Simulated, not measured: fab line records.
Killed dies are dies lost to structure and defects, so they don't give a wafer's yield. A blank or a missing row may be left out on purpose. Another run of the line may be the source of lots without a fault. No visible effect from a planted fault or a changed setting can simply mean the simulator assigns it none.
Which tool is to blame? -- flow sky130 -- 18 wafers from 6 lots sampled at 3 of the route's 708 steps

WHAT THE GAUGES SHOWED, per wafer
SKY_CAP2M_OVL_MEAS_12.
lot,measured,on,CAP2M_OVL (nm)
L611,day 41 08:35,overlay-01,-1.7 0.5 -0.5
L614,day 42 02:35,overlay-02,2.2 3.6 1.2
L623,day 44 14:40,overlay-02,0.0 3.5 1.2
L626,day 45 18:52,overlay-02,4.6 5.1 3.8
L629,day 46 13:21,overlay-01,0.6 0.3 -0.9
L631,day 46 18:25,overlay-02,-2.2 -2.7 -3.1

WHAT TOOL EACH LOT RAN ON (gives the tool, then ch and the chambers of the sampled wafers, and finally the start)
lot,SKY_FIELD_ISO_WET_ETCH_29,SKY_METAL4_SPUTTER_01
L611,"wetBench-03 ch 1, day 2 20:56","pvdSputter-02, day 40 08:28"
L614,"wetBench-03 ch 0, day 3 10:21","pvdSputter-02, day 41 02:40"
L623,"wetBench-04 ch 3, day 5 10:43","pvdSputter-03, day 43 16:41"
L626,"wetBench-04 ch 0, day 6 03:55","pvdSputter-02, day 44 18:05"
L629,"wetBench-03 ch 2, day 6 18:57","pvdSputter-02, day 45 16:23"
L631,"wetBench-02 ch 0, day 7 03:52","pvdSputter-02, day 45 21:35"
- SKY_FIELD_ISO_WET_ETCH_29: etches Si3N4 in H3PO4, target depth 160 nm, time 1825 s.
- SKY_METAL4_SPUTTER_01: material TiN, target thk 20 nm, time 16.7 s.

THE ANSWER, worked out from the rows above alone
Rule: what is usual is taken from the lots themselves. The widest of any qualifying gaps counts: lots, ordered by their means at a reading, are off when they make up no more than a third of the lots, leave a main group of 4 or more, and stand apart from it by 3 or more times the standard deviation of that group's means. A main group whose means are all the same, to the digits that the tables above print for the reading, isn't used. A lot without any number at a reading at which 4 lots or more have one is off too. All remaining lots with rows at the step are treated as sound.
No lot is off on any of the readings shown, so nothing can be concluded from this.

WHAT THE SIMULATOR HAD INSERTED
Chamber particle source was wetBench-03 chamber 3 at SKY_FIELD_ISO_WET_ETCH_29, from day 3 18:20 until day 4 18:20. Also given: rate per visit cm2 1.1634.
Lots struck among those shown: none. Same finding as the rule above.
